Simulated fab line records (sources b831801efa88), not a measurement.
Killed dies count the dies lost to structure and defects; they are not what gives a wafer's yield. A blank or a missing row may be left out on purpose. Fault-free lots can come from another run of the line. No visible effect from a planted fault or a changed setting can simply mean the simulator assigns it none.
fab line records	flow gf180mcu
[record] lots = 11	wafers = 33	lastDay = 34
route steps=602 shown PSD@257 MIM@505 TOP_METAL@582
lots that met no fault: from a run of the same line without faults
startH: start of the lot's first displayed wafer, in hours after the record's first day	waitH: hours from the lot's prior step to this one	" as in the row above	L1.1+2: several wafers, shown together as one row	- either no value or no given start	* or withheld: withheld	< > ~ a bound
route shown NAME@n: a module of which the file shows steps, and the number in the route of the first	usual: mean and standard deviation over wafers with no fault	same: alike in all rows	chamber/n: place in a boat	sites: readings site by site	_std_site: their standard deviation	_edge_site: outer sites' mean less inner sites'	radiusMm: for every site, how far away it sits from the centre of the wafer	mask NAME#n: copy n	behind: the most recent tool/chamber to have shaped the wafer	hold: reason for holding the lot/hours on hold/outcome of the hold	device: the n, p or np transistor that did not switch	end of line: the route-end tests of the same wafers	where a step has no rows: the recipe by itself	killed: not the wafer's yield, but the dies lost to structure and defects at the first sort	map: shows each die of a wafer: x if killed, . if not, _ if none is there
set.NAME: the run value of the setting; set.NAME@STEP: its run value at that earlier step	model.NAME: the simulator's own value behind a step, which no gauge read
steps of the route over a sample of lots; a table a step, a row a wafer
services: the hour from which a tool's chamber was out of use, counted from the record's first day as startH (under 0 if before that day), plus the number of hours and why
[[steps]]
[step GF_PSD_IMPLANT_09]
[recipe] species = BF2	energyKev = 40	doseCm2 = 1.5e+15	tiltDeg = 7
[usual] beamEnergyKeV = 39.997/0.013	beamOnS = 10.01/0.22	endStationPressureTorr = 1.18e-05/6.2e-07
lot.wafer	tool	chamber	startH	waitH	beamEnergyKeV	beamOnS	endStationPressureTorr
L887.1	implanter-02	0	331.74	0.0	39.992	10.30	1.22e-05
L887.2	"	0	"	"	39.967	10.00	1.11e-05
L887.5	"	0	"	"	39.965	9.60	1.34e-05
L894.2	implanter-03	0	393.00	0.0	30.209	10.22	1.2e-05
L894.4	"	0	"	"	30.197	10.18	1.19e-05
L894.6	"	0	"	"	30.208	10.07	1.13e-05
L895.2	implanter-03	0	401.16	0.0	30.205	9.86	1.08e-05
L895.5	"	0	"	"	30.216	9.67	1.08e-05
L895.6	"	0	"	"	30.206	10.18	1.12e-05
L901.2	implanter-02	0	453.00	0.0	39.970	10.04	1.21e-05
L901.4	"	0	"	"	39.999	9.59	1.24e-05
L901.5	"	0	"	"	40.002	10.01	1.16e-05
L902.1	implanter-01	0	461.58	0.0	39.992	9.97	1.18e-05
L902.3	"	0	"	"	39.989	10.13	1.07e-05
L902.4	"	0	"	"	39.980	10.17	1.13e-05
L903.1	implanter-01	0	470.23	0.0	40.007	10.21	1.17e-05
L903.2	"	0	"	"	40.011	10.10	1.14e-05
L903.5	"	0	"	"	40.000	10.44	1.18e-05
L904.1	implanter-01	0	476.18	0.0	39.982	9.83	1.23e-05
L904.3	"	0	"	"	39.976	9.78	1.13e-05
L904.4	"	0	"	"	39.983	9.80	1.15e-05
L905.1	implanter-03	0	494.18	0.0	40.005	10.20	1.23e-05
L905.2	"	0	"	"	40.007	9.90	1.22e-05
L905.6	"	0	"	"	39.997	9.99	1.15e-05
L906.2	implanter-02	0	500.11	0.0	39.990	9.98	1.15e-05
L906.3	"	0	"	"	39.981	10.02	1.14e-05
L906.4	"	0	"	"	39.985	10.29	1.12e-05
L907.1	implanter-03	0	510.48	0.0	39.995	10.23	1.15e-05
L907.3	"	0	"	"	40.006	10.05	1.22e-05
L907.5	"	0	"	"	39.988	10.01	1.1e-05
L908.1	implanter-02	0	510.79	0.0	40.002	9.93	1.16e-05
L908.3	"	0	"	"	40.005	10.13	1.17e-05
L908.6	"	0	"	"	40.010	10.13	1.14e-05
[step GF_PSD_STRIP_10]
[recipe] chemistry = O2/N2	powerW = 1400	pressureMtorr = 1500	platenTempC = 250	o2FlowSccm = 3000	n2FlowSccm = 300	overashFraction = 0.5
[usual] drypumpMotorCurrentA = 5.7/0.34	heaterPowerW = 312/32	oesProductAu = 0.591/0.0046	stripTimeToEndpointS = 16.51/0.036
lot.wafer	tool	chamber	startH	waitH	drypumpMotorCurrentA	heaterPowerW	oesProductAu	rfHoursCounterH	stripTimeToEndpointS
L887.1	plasmaAsher-04	0	331.89	0.1	6.3	240	0.585	72	16.51
L887.2	"	1	"	"	5.7	323	0.589	72	16.53
L887.5	"	1	"	"	5.7	329	0.594	-	16.54
L894.2	plasmaAsher-04	1	393.13	0.1	5.7	318	0.611	78	15.59
L894.4	"	0	"	"	6.2	244	0.614	-	15.59
L894.6	"	0	"	"	6.2	247	0.614	-	15.53
L895.2	plasmaAsher-02	1	401.28	0.1	5.7	310	0.615	74	15.55
L895.5	"	0	"	"	5.6	318	0.615	-	15.57
L895.6	"	1	"	"	5.6	304	0.614	-	15.51
L901.2	plasmaAsher-02	0	453.13	0.1	5.6	316	0.590	3	16.56
L901.4	"	0	"	"	5.6	308	0.593	-	16.57
L901.5	"	0	"	"	5.6	308	0.589	-	16.54
L902.1	plasmaAsher-02	0	461.73	0.1	5.6	314	0.593	4	16.53
L902.3	"	1	"	"	5.6	309	0.591	-	16.50
L902.4	"	0	"	"	5.6	308	0.586	-	16.53
L903.1	plasmaAsher-02	1	470.38	0.1	5.6	319	0.597	5	16.54
L903.2	"	0	"	"	5.6	308	0.591	5	16.56
L903.5	"	0	"	"	5.6	307	0.591	-	16.57
L904.1	plasmaAsher-02	0	476.33	0.1	5.6	324	0.594	5	16.52
L904.3	"	0	"	"	5.6	319	0.590	-	16.47
L904.4	"	1	"	"	5.6	321	0.583	-	16.51
L905.1	plasmaAsher-03	0	494.33	0.1	5.2	353	0.588	37	16.49
L905.2	"	1	"	"	6.0	295	0.596	37	16.51
L905.6	"	0	"	"	5.2	347	0.598	-	16.50
L906.2	plasmaAsher-03	1	500.24	0.1	6.0	299	0.586	38	16.50
L906.3	"	0	"	"	5.2	366	0.590	-	16.51
L906.4	"	1	"	"	6.0	304	0.589	-	16.48
L907.1	plasmaAsher-03	0	510.63	0.1	5.1	346	0.596	39	16.56
L907.3	"	0	"	"	5.2	353	0.590	-	16.51
L907.5	"	0	"	"	5.2	352	0.591	-	16.46
L908.1	plasmaAsher-02	1	510.94	0.1	5.6	316	0.594	9	16.49
L908.3	"	0	"	"	5.6	311	0.591	-	16.52
L908.6	"	1	"	"	5.6	312	0.597	-	16.49
[step GF_PSD_TW_MEAS_11]
[usual] PSD_TW = 3149/14
lot.wafer	tool	chamber	startH	waitH	PSD_TW
L887.1	filmMetro-01	-	331.99	0.1	3146
L887.2	"	-	"	"	3155
L887.5	"	-	"	"	3151
L894.2	filmMetro-04	-	393.24	0.1	2931
L894.4	"	-	"	"	2922
L894.6	"	-	"	"	2910
L895.2	filmMetro-02	-	401.39	0.1	2918
L895.5	"	-	"	"	2933
L895.6	"	-	"	"	2926
L901.2	filmMetro-04	-	453.24	0.1	3140
L901.4	"	-	"	"	3150
L901.5	"	-	"	"	3145
L902.1	filmMetro-01	-	461.83	0.1	3147
L902.3	"	-	"	"	3140
L902.4	"	-	"	"	3152
L903.1	filmMetro-02	-	470.48	0.1	3139
L903.2	"	-	"	"	3141
L903.5	"	-	"	"	3137
L904.1	filmMetro-02	-	476.43	0.1	3142
L904.3	"	-	"	"	3140
L904.4	"	-	"	"	3139
L905.1	filmMetro-04	-	494.43	0.1	3150
L905.2	"	-	"	"	3144
L905.6	"	-	"	"	3146
L906.2	filmMetro-04	-	500.35	0.1	3144
L906.3	"	-	"	"	3141
L906.4	"	-	"	"	3122
L907.1	filmMetro-04	-	510.73	0.1	3184
L907.3	"	-	"	"	3178
L907.5	"	-	"	"	3180
L908.1	filmMetro-02	-	511.05	0.1	3159
L908.3	"	-	"	"	3155
L908.6	"	-	"	"	3157
[step GF_PSD_RS_MEAS_15]
[recipe] thkMeasGauge = four-point-probe
[usual] PSD_RS = 108.39/0.26
lot.wafer	tool	chamber	startH	waitH	PSD_RS[ohm/sq]
L887.1	filmMetro-04	-	332.30	0.1	108.86
L887.2	"	-	"	"	108.78
L887.5	"	-	"	"	108.81
L894.2	filmMetro-01	-	393.56	0.1	123.24
L894.4	"	-	"	"	122.62
L894.6	"	-	"	"	123.12
L895.2	filmMetro-02	-	401.71	0.1	122.44
L895.5	"	-	"	"	122.53
L895.6	"	-	"	"	122.56
L901.2	filmMetro-04	-	453.56	0.1	108.13
L901.4	"	-	"	"	108.24
L901.5	"	-	"	"	108.41
L902.1	filmMetro-01	-	462.14	0.1	108.38
L902.3	"	-	"	"	108.56
L902.4	"	-	"	"	108.58
L903.1	filmMetro-01	-	470.79	0.1	108.37
L903.2	"	-	"	"	107.87
L903.5	"	-	"	"	108.27
L904.1	filmMetro-01	-	476.75	0.1	108.19
L904.3	"	-	"	"	108.04
L904.4	"	-	"	"	108.13
L905.1	filmMetro-02	-	494.83	0.1	108.27
L905.2	"	-	"	"	108.37
L905.6	"	-	"	"	108.07
L906.2	filmMetro-01	-	500.68	0.1	108.16
L906.3	"	-	"	"	108.48
L906.4	"	-	"	"	108.37
L907.1	filmMetro-04	-	511.13	0.1	108.15
L907.3	"	-	"	"	108.28
L907.5	"	-	"	"	108.26
L908.1	filmMetro-02	-	511.36	0.1	108.86
L908.3	"	-	"	"	108.53
L908.6	"	-	"	"	108.32
[step GF_MIM_SPUTTER_02]
[recipe] material = AlCu	targetThkNm = 450	powerW = 10600	timeS = 23.9	chamberPressurePa = 0.4
[usual] cathodeDcPowerW = 10600/1.9	throttleValvePct = 30.0/0.81
lot.wafer	tool	chamber	startH	waitH	cathodeDcPowerW	throttleValvePct
L887.1	pvdSputter-03	-	575.60	0.0	10595	29.5
L887.2	"	-	"	"	10600	29.7
L887.5	"	-	"	"	10600	29.8
L894.2	pvdSputter-03	-	635.06	0.0	10599	30.8
L894.4	"	-	"	"	10599	29.6
L894.6	"	-	"	"	10600	30.9
L895.2	pvdSputter-04	-	643.37	0.0	10602	30.4
L895.5	"	-	"	"	10597	30.3
L895.6	"	-	"	"	10601	30.5
L901.2	pvdSputter-04	-	684.38	0.0	10599	29.0
L901.4	"	-	"	"	10601	30.5
L901.5	"	-	"	"	10597	30.7
L902.1	pvdSputter-04	-	694.50	0.0	10602	31.1
L902.3	"	-	"	"	10599	29.1
L902.4	"	-	"	"	10604	30.7
L903.1	pvdSputter-03	-	697.73	0.0	10599	30.5
L903.2	"	-	"	"	10601	31.1
L903.5	"	-	"	"	10598	30.6
L904.1	pvdSputter-03	-	703.09	0.0	10602	30.4
L904.3	"	-	"	"	10597	29.6
L904.4	"	-	"	"	10603	29.5
L905.1	pvdSputter-01	-	717.36	0.0	10600	29.7
L905.2	"	-	"	"	10596	28.1
L905.6	"	-	"	"	10596	31.2
L906.2	pvdSputter-03	-	720.90	0.0	10599	29.5
L906.3	"	-	"	"	10601	30.7
L906.4	"	-	"	"	10599	31.1
L907.1	pvdSputter-01	-	731.21	0.0	10599	29.7
L907.3	"	-	"	"	10599	30.5
L907.5	"	-	"	"	10600	28.3
L908.1	pvdSputter-01	-	731.81	0.0	10598	28.2
L908.3	"	-	"	"	10600	29.7
L908.6	"	-	"	"	10601	29.5
[step GF_MIM_SPUTTER_03]
[recipe] material = Ti	targetThkNm = 10	substrateTempC = 300	chamberPressurePa = 0.3	powerW = 3000	timeS = 6.7
[usual] cathodeDcPowerW = 3000.0/0.54	throttleValvePct = 30.0/0.79
lot.wafer	tool	chamber	startH	waitH	cathodeDcPowerW	throttleValvePct
L887.1	pvdSputter-03	-	575.63	0.0	3000.1	29.6
L887.2	"	-	"	"	3000.0	29.5
L887.5	"	-	"	"	3000.6	29.5
L894.2	pvdSputter-03	-	635.09	0.0	2999.7	30.8
L894.4	"	-	"	"	3000.6	29.4
L894.6	"	-	"	"	2999.9	31.0
L895.2	pvdSputter-04	-	643.40	0.0	3000.5	30.4
L895.5	"	-	"	"	3000.3	30.2
L895.6	"	-	"	"	2999.5	30.4
L901.2	pvdSputter-04	-	684.41	0.0	2999.8	29.1
L901.4	"	-	"	"	3000.1	30.6
L901.5	"	-	"	"	3000.5	30.8
L902.1	pvdSputter-04	-	694.53	0.0	2999.6	30.8
L902.3	"	-	"	"	2999.5	29.2
L902.4	"	-	"	"	3000.8	30.6
L903.1	pvdSputter-03	-	697.76	0.0	3000.6	30.5
L903.2	"	-	"	"	2999.6	30.9
L903.5	"	-	"	"	2999.8	30.5
L904.1	pvdSputter-03	-	703.12	0.0	2999.7	30.6
L904.3	"	-	"	"	3000.2	29.6
L904.4	"	-	"	"	3000.2	29.6
L905.1	pvdSputter-01	-	717.39	0.0	2999.0	29.6
L905.2	"	-	"	"	3000.4	28.3
L905.6	"	-	"	"	2999.8	31.3
L906.2	pvdSputter-03	-	720.93	0.0	2999.7	29.7
L906.3	"	-	"	"	2998.8	30.8
L906.4	"	-	"	"	3000.1	30.9
L907.1	pvdSputter-01	-	731.24	0.0	2998.7	29.5
L907.3	"	-	"	"	2999.5	30.5
L907.5	"	-	"	"	2999.7	28.3
L908.1	pvdSputter-01	-	731.84	0.0	3000.4	28.0
L908.3	"	-	"	"	3000.1	29.6
L908.6	"	-	"	"	3001.0	29.6
[step GF_TOP_METAL_OVL_MEAS_15]
[usual] TOP_METAL_OVL = 0.1/1.2
lot.wafer	tool	chamber	startH	waitH	TOP_METAL_OVL[nm]
L887.1	overlay-02	-	661.15	0.1	-0.1
L887.2	"	-	"	"	-0.1
L887.5	"	-	"	"	-0.8
L894.2	overlay-02	-	715.15	0.1	-3.1
L894.4	"	-	"	"	-0.4
L894.6	"	-	"	"	-0.8
L895.2	overlay-01	-	720.65	0.1	0.2
L895.5	"	-	"	"	-1.4
L895.6	"	-	"	"	2.6
L901.2	overlay-02	-	757.15	0.1	0.8
L901.4	"	-	"	"	1.4
L901.5	"	-	"	"	1.8
L902.1	overlay-02	-	767.14	0.1	-0.3
L902.3	"	-	"	"	-0.3
L902.4	"	-	"	"	-0.4
L903.1	overlay-01	-	770.04	0.1	0.9
L903.2	"	-	"	"	-0.7
L903.5	"	-	"	"	0.8
L904.1	overlay-02	-	773.74	0.1	3.3
L904.3	"	-	"	"	3.1
L904.4	"	-	"	"	0.7
L905.1	overlay-02	-	786.04	0.1	0.0
L905.2	"	-	"	"	2.1
L905.6	"	-	"	"	0.4
L906.2	overlay-01	-	789.25	0.1	1.6
L906.3	"	-	"	"	0.6
L906.4	"	-	"	"	-1.0
L907.1	overlay-01	-	797.89	0.1	-2.2
L907.3	"	-	"	"	-1.2
L907.5	"	-	"	"	-0.2
L908.1	overlay-01	-	799.20	0.1	0.5
L908.3	"	-	"	"	1.3
L908.6	"	-	"	"	-0.4
[[services]]
tool	chamber	startH	hours	kind
plasmaAsher-03	-	307.79	0.6	repair
pvdSputter-01	-	318.17	1.7	repair
plasmaAsher-02	-	328.40	14.6	pm
implanter-02	-	349.50	1.2	repair
implanter-01	-	349.99	10.7	repair
implanter-02	-	350.68	4.7	pm
implanter-03	-	359.45	3.6	pm
implanter-02	-	361.11	3.4	repair
implanter-03	-	390.34	2.1	repair
implanter-01	-	396.78	2.1	repair
plasmaAsher-02	-	421.25	9.0	pm
pvdSputter-03	-	504.02	0.9	repair
implanter-02	-	528.64	1.4	repair
pvdSputter-01	-	535.85	1.7	repair
pvdSputter-01	-	538.07	1.2	repair
pvdSputter-01	-	548.95	46.6	repair
implanter-03	-	589.61	3.9	repair
implanter-02	-	633.73	0.9	repair
implanter-02	-	636.87	1.6	repair
implanter-03	-	667.73	6.1	repair
plasmaAsher-02	-	682.53	3.0	repair
implanter-03	-	708.35	0.8	repair
pvdSputter-04	-	713.02	7.0	repair
pvdSputter-03	-	725.57	0.7	repair
[[key]]
[firstSign] step = GF_PSD_IMPLANT_09	reading = beamEnergyKeV	direction = down	sigmas = 99+	usual = 39.997	struck = 30.207
[effect] step = GF_PSD_STRIP_10	reading = stripTimeToEndpointS	direction = down	sigmas = 26	usual = *	struck = *
[effect] step = GF_PSD_TW_MEAS_11	reading = PSD_TW	direction = down	sigmas = 17	usual = 3149	struck = 2923
[effect] step = GF_PSD_RS_MEAS_15	reading = PSD_RS	direction = up	sigmas = 55	usual = 108.39	struck = 122.75
metAt GF_PSD_IMPLANT_09
struckLots L894,L895
testerLeftOut L894,L895
notActingAt GF_MIM_SPUTTER_02,GF_MIM_SPUTTER_03,GF_TOP_METAL_OVL_MEAS_15
[fault] kind = processParameterDrift	tool = implanter-03	chamber = -	onsetH = 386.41	steps = GF_PSD_IMPLANT_09	channel = energyKev	offset = -9.794	shape = step	endH = 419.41	actsIn = theseRecipesOnly	stated = 40
// testerLeftOut: of these lots the tester's yield and bins aren't shown, on N5 and GAA mostly nor the transistor test; their killed dies are dies lost to structure and defects alone, not to doping, threshold or leakage, so they don't give the yield
